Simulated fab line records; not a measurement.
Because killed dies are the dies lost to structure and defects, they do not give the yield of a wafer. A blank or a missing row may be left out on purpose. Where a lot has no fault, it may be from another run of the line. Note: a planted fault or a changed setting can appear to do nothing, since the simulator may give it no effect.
fab line records | flow sky130
record: lots: 6 wafers: 18 lastDay: 51
route steps=708 shown LDD_N@238 PAD_OPEN@708
lots that met no fault: taken from a fault-free run of the same line
startH: the number of hours between the record's first day and the start of the first shown wafer of the lot | waitH: time in hours since the lot's previous step | " same as the row above | L1.1+2: a row that stands for several wafers | - no value, or no start was given | * or withheld: withheld | < > ~ a bound
route shown NAME@n: names a module that has steps shown in the file, with the first one's number in the route | usual: mean/standard deviation of fault-free wafers | same: alike in all rows | chamber/n: place in a boat | sites: each site's reading | _std_site: the standard deviation of these | _edge_site: inner sites' mean taken away from outer sites' mean | radiusMm: for every site, how far away it sits from the centre of the wafer | mask NAME#n: copy n | behind: the last tool/chamber to shape the wafer | hold: why the lot was held/for how many hours/how that ended | device: whichever transistor did not switch (one of n, p or np) | end of line: tests of these same wafers at the route's end | step lacking rows: just its recipe | killed: count of dies lost to structure and defects at first sort (not the wafer's yield) | map: a wafer's dies, x killed, . not, _ none there
set.NAME: the setting the step ran with; set.NAME@STEP: the setting that earlier step ran with | model.NAME: the simulator's own value behind a step, which no gauge read
lots seen at some steps along the route; tables by step, rows by wafer
services: when a tool's chamber went out of use (startH, in hours from the record's first day, below 0 if earlier), for how many hours, and the reason
== steps ==
step: SKY_LDD_N_HMDS_01
recipe: primeTimeS: 60 primeTempC: 120
step: SKY_LDD_N_COAT_02
recipe: resist: NOVOLAK spinRpm: 3000 resistThkNm: 300
step: SKY_LDD_N_SOFTBAKE_03
recipe: tempC: 90 timeS: 60 resist: NOVOLAK
step: SKY_LDD_N_EXPOSE_04
recipe: maskId: NTM targetCdNm: 840 na: 0.6 sourceShape: conventional sigmaOuter: 0.6 doseMj: 110
step: SKY_LDD_N_PEB_05
recipe: tempC: withheld timeS: * resist: NOVOLAK
step: SKY_LDD_N_DEVELOP_06
recipe: developTimeS: 60 devTempC: 23
step: SKY_LDD_N_OVL_MEAS_07
usual: LDD_N_OVL: 0.8/1.5
columns lot.wafer tool chamber startH waitH LDD_N_OVL[nm]
L279.1 overlay-01 - 471.55 0.1 -1.0
L279.5 " - " " -1.3
L279.6 " - " " 0.9
L280.3 overlay-02 - 480.61 0.1 2.8
L280.4 " - " " 2.2
L280.6 " - " " 1.9
L286.1 overlay-02 - 540.95 0.1 2.7
L286.2 " - " " -0.1
L286.4 " - " " 1.8
L287.1 overlay-02 - 556.45 0.1 2.8
L287.5 " - " " 2.6
L287.6 " - " " 3.1
L295.3 overlay-01 - 604.81 0.1 -1.8
L295.4 " - " " -0.1
L295.6 " - " " 0.3
L296.1 overlay-02 - 613.99 0.1 0.7
L296.4 " - " " 5.3
L296.6 " - " " 3.3
step: SKY_LDD_N_IMPLANT_08
recipe: species: As energyKev: 20 doseCm2: 7.5e+13 tiltDeg: withheld rotationDeg: 23
step: SKY_LDD_N_IMPLANT_09
recipe: species: As energyKev: 20 doseCm2: 7.5e+13 tiltDeg: withheld rotationDeg: 113
step: SKY_LDD_N_IMPLANT_10
recipe: species: As energyKev: 20 doseCm2: 7.5e+13 tiltDeg: withheld rotationDeg: 203
step: SKY_LDD_N_IMPLANT_11
recipe: species: As energyKev: 20 doseCm2: 7.5e+13 tiltDeg: withheld rotationDeg: 293
step: SKY_LDD_N_IMPLANT_12
recipe: species: BF2 energyKev: 50 doseCm2: 5e+12 tiltDeg: 30 rotationDeg: 0
step: SKY_LDD_N_IMPLANT_13
recipe: species: BF2 energyKev: 50 doseCm2: 5e+12 tiltDeg: 30 rotationDeg: 90
usual: rotationDeg: 89.997/0.029
columns lot.wafer tool chamber startH waitH rotationDeg
L279.1 implanter-03 0 472.34 0.1 89.955
L279.5 " 0 " " 89.961
L279.6 " 0 " " 89.911
L280.3 implanter-01 0 481.43 0.1 90.028
L280.4 " 0 " " 90.055
L280.6 " 0 " " 89.991
L286.1 implanter-03 0 541.74 0.1 281.60
L286.2 " 0 " " 281.62
L286.4 " 0 " " 281.66
L287.1 implanter-03 0 557.24 0.1 281.64
L287.5 " 0 " " 281.67
L287.6 " 0 " " 281.65
L295.3 implanter-04 0 605.63 0.1 89.997
L295.4 " 0 " " 90.023
L295.6 " 0 " " 90.016
L296.1 implanter-04 0 614.78 0.1 89.949
L296.4 " 0 " " 89.964
L296.6 " 0 " " 89.947
step: SKY_LDD_N_IMPLANT_14
recipe: species: BF2 energyKev: 50 doseCm2: 5e+12 tiltDeg: 30 rotationDeg: 180
step: SKY_PAD_OPEN_PROBE_99
usual: killed_at_M0_to_M3: 43/7 killed_at_M4_up: 3.1/1.5 killedAtContacts: 23/4.9 killedAtFrontEnd: 16/3.9 killedAtOther: 0.3/0.52 killedDies: 86/8.2 killedOpen: 47/6.1 killedShort: 38/5.8
same: grossDies: 492 killedAtBackSide: 0
columns lot.wafer tool chamber startH waitH killed_at_M0_to_M3 killed_at_M4_up killedAtContacts killedAtFrontEnd killedAtOther killedDies killedOpen killedShort model.etest.nfet_01v8_turned.vtSatV model.etest.nfet_01v8_turned.vtV model.etest.nfet_01v8_swapped.vtSatV
L279.1 prober-02 - 1144.42 0.1 35 2 19 28 0 84 40 44 0.6657 0.7099 0.6622
L279.5 prober-02 - 1144.62 0.2 43 2 17 24 1 87 58 29 0.6581 0.7063 0.658
L279.6 prober-02 - 1144.67 0.2 59 2 20 20 0 101 54 47 0.6594 0.7045 0.6576
L280.3 prober-01 - 1153.24 0.2 46 5 23 23 1 98 47 50 0.6544 0.7014 0.6568
L280.4 prober-01 - 1153.29 0.2 34 1 18 11 0 64 31 33 0.6502 0.6984 0.6488
L280.6 prober-01 - 1153.39 0.2 44 3 18 19 0 84 44 40 0.6504 0.6995 0.6502
L286.1 prober-02 - 1189.62 0.1 39 3 24 15 0 81 46 35 0.7099 0.7153 0.6355
L286.2 prober-02 - 1189.67 0.1 55 2 31 16 1 105 55 48 0.6944 0.7072 0.6195
L286.4 prober-02 - 1189.77 0.2 40 4 33 16 0 93 50 43 0.7058 0.715 0.6309
L287.1 prober-01 - 1201.16 0.1 34 2 30 18 0 84 42 42 0.6977 0.7115 0.6231
L287.5 prober-01 - 1201.36 0.2 41 4 22 17 1 85 53 31 0.7067 0.7166 0.628
L287.6 prober-01 - 1201.41 0.2 23 4 25 19 0 71 40 31 0.7199 0.733 0.6372
L295.3 prober-02 - 1223.25 0.2 34 4 26 19 0 83 40 43 0.6515 0.7024 0.6508
L295.4 prober-02 - 1223.30 0.2 46 2 25 14 0 87 48 39 0.6553 0.7013 0.6524
L295.6 prober-02 - 1223.40 0.2 48 5 19 10 0 82 40 42 0.6441 0.6956 0.6473
L296.1 prober-02 - 1225.41 0.1 44 2 23 14 0 83 43 40 0.657 0.7049 0.661
L296.4 prober-02 - 1225.56 0.2 35 2 28 13 2 80 44 36 0.673 0.7136 0.6704
L296.6 prober-02 - 1225.66 0.2 43 5 29 10 0 87 49 38 0.662 0.7128 0.6684
killed by level:class
L279.1 FIELD_ISO:geometricParticle:short=9 CONTACT:geometricParticle:open=8 VIA1:geometricParticle:open=6 METAL2:geometricParticle:short=6 VIA2:geometricParticle:open=5 VIA3:geometricParticle:open=5 FIELD_ISO:geometricParticle:open=4 LI_CONTACT:geometricParticle:open=4
L279.5 VIA1:geometricParticle:open=15 CONTACT:geometricParticle:open=10 VIA2:geometricParticle:open=8 LI_CONTACT:geometricParticle:open=7 METAL2:geometricParticle:short=5 FIELD_ISO:geometricParticle:open=4 FIELD_ISO:geometricParticle:short=4 VIA3:geometricParticle:open=4
L279.6 VIA1:geometricParticle:open=14 VIA3:geometricParticle:open=10 METAL2:geometricParticle:short=8 CONTACT:geometricParticle:open=8 FIELD_ISO:geometricParticle:short=7 VIA2:geometricParticle:short=7 METAL1:geometricParticle:short=7 VIA2:geometricParticle:open=6
L280.3 VIA1:geometricParticle:open=12 CONTACT:geometricParticle:open=9 POLY_GATE:geometricParticle:short=8 CONTACT:geometricParticle:short=7 POLY_GATE:geometricParticle:open=6 METAL1:geometricParticle:short=6 VIA1:geometricParticle:short=6 METAL2:geometricParticle:short=5
L280.4 VIA1:geometricParticle:open=7 FIELD_ISO:geometricParticle:short=5 LI_CONTACT:geometricParticle:open=5 CONTACT:geometricParticle:open=5 CONTACT:geometricParticle:short=4 METAL1:geometricParticle:short=4 VIA1:geometricParticle:short=4 METAL2:geometricParticle:short=4
L280.6 VIA1:geometricParticle:open=11 CONTACT:geometricParticle:open=10 METAL1:geometricParticle:short=7 FIELD_ISO:geometricParticle:short=6 FIELD_ISO:geometricParticle:open=5 LOCAL_INTERCONNECT:geometricParticle:short=4 VIA2:geometricParticle:short=4 VIA2:geometricParticle:open=4
L286.1 VIA1:geometricParticle:open=11 VIA3:geometricParticle:open=10 CONTACT:geometricParticle:open=8 CONTACT:geometricParticle:short=8 METAL3:geometricParticle:short=5 FIELD_ISO:geometricParticle:open=4 POLY_GATE:geometricParticle:open=4 VIA2:geometricParticle:open=4
L286.2 CONTACT:geometricParticle:open=12 VIA1:geometricParticle:open=12 LI_CONTACT:geometricParticle:open=7 METAL1:geometricParticle:short=7 VIA1:geometricParticle:short=6 METAL2:geometricParticle:short=6 VIA3:geometricParticle:short=6 CONTACT:geometricParticle:short=5
L286.4 CONTACT:geometricParticle:open=18 VIA1:geometricParticle:open=9 CONTACT:geometricParticle:short=8 METAL1:geometricParticle:short=7 VIA3:geometricParticle:open=7 FIELD_ISO:geometricParticle:open=4 LI_CONTACT:geometricParticle:open=4 METAL4:geometricParticle:short=4
L287.1 CONTACT:geometricParticle:open=13 FIELD_ISO:geometricParticle:open=8 METAL2:geometricParticle:short=8 FIELD_ISO:geometricParticle:short=7 VIA1:geometricParticle:short=7 VIA3:geometricParticle:open=6 CONTACT:geometricParticle:short=6 VIA1:geometricParticle:open=6
L287.5 VIA1:geometricParticle:open=13 FIELD_ISO:geometricParticle:open=7 LI_CONTACT:geometricParticle:open=7 CONTACT:geometricParticle:open=6 VIA2:geometricParticle:open=5 LOCAL_INTERCONNECT:geometricParticle:short=4 METAL1:geometricParticle:open=4 METAL1:geometricParticle:short=4
L287.6 CONTACT:geometricParticle:open=10 POLY_GATE:geometricParticle:short=6 VIA3:geometricParticle:open=6 POLY_GATE:geometricParticle:open=5 FIELD_ISO:geometricParticle:open=4 LI_CONTACT:geometricParticle:open=4 CONTACT:geometricParticle:short=4 VIA1:geometricParticle:open=4
L295.3 CONTACT:geometricParticle:open=11 METAL1:geometricParticle:short=8 LI_CONTACT:geometricParticle:open=6 LOCAL_INTERCONNECT:geometricParticle:short=6 METAL2:geometricParticle:short=5 POLY_GATE:geometricParticle:open=4 POLY_GATE:geometricParticle:short=4 VIA1:geometricParticle:open=4
L295.4 VIA1:geometricParticle:open=11 CONTACT:geometricParticle:open=9 METAL2:geometricParticle:short=7 LI_CONTACT:geometricParticle:open=6 CONTACT:geometricParticle:short=5 METAL1:geometricParticle:short=5 METAL3:geometricParticle:short=5 FIELD_ISO:geometricParticle:open=4
L295.6 VIA1:geometricParticle:open=14 METAL1:geometricParticle:short=10 LI_CONTACT:geometricParticle:open=7 CONTACT:geometricParticle:short=5 METAL4:geometricParticle:short=5 VIA1:geometricParticle:short=4 CONTACT:geometricParticle:open=4 VIA3:geometricParticle:open=4
L296.1 VIA1:geometricParticle:open=15 LI_CONTACT:geometricParticle:open=7 LOCAL_INTERCONNECT:geometricParticle:short=5 CONTACT:geometricParticle:open=5 VIA1:geometricParticle:short=5 VIA2:geometricParticle:open=5 METAL2:geometricParticle:short=5 LI_CONTACT:geometricParticle:short=4
L296.4 CONTACT:geometricParticle:open=11 LI_CONTACT:geometricParticle:open=9 METAL1:geometricParticle:short=6 VIA1:geometricParticle:short=6 VIA1:geometricParticle:open=5 VIA2:geometricParticle:open=5 VIA3:geometricParticle:open=5 FIELD_ISO:geometricParticle:short=3
L296.6 CONTACT:geometricParticle:open=11 VIA1:geometricParticle:open=9 VIA2:geometricParticle:open=7 VIA1:geometricParticle:short=6 LI_CONTACT:geometricParticle:open=6 CONTACT:geometricParticle:short=6 VIA3:geometricParticle:open=5 METAL2:geometricParticle:short=5
== services ==
columns tool chamber startH hours kind
implanter-03 - 464.97 1.5 repair
implanter-04 - 479.99 5.4 pm
implanter-04 - 498.57 3.4 repair
implanter-03 - 525.23 3.6 repair
implanter-03 - 532.37 7.5 pm
implanter-03 - 552.41 1.8 repair
implanter-03 - 570.06 2.1 repair
implanter-03 - 604.77 9.3 repair
implanter-03 - 614.10 4.5 pm
== key ==
firstSign: step: SKY_LDD_N_IMPLANT_13 reading: rotationDeg direction: up sigmas: 99+ usual: 89.997 struck: 281.64
effect none on later readings
modelEffect: step: SKY_PAD_OPEN_PROBE_99 value: etest.nfet_01v8_turned.vtSatV without: 0.6436 struck: 0.7057
metAt SKY_LDD_N_IMPLANT_13
struckWafers L286.1,L286.2,L286.4,L287.1,L287.5,L287.6
testerLeftOut L286,L287
onsetBetween 472.34 541.74
fault: kind: processParameterDrift tool: implanter-03 chamber: - onsetH: 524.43 steps: SKY_LDD_N_IMPLANT_13 channel: rotationDeg offset: 191.64 shape: step endH: 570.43 actsIn: theseRecipesOnly stated: 90
testerLeftOut: of these lots the tester's yield and bins aren't shown, on N5 and GAA mostly nor the transistor test; their killed dies are dies lost to structure and defects alone, not to doping, threshold or leakage, so they don't give the yield
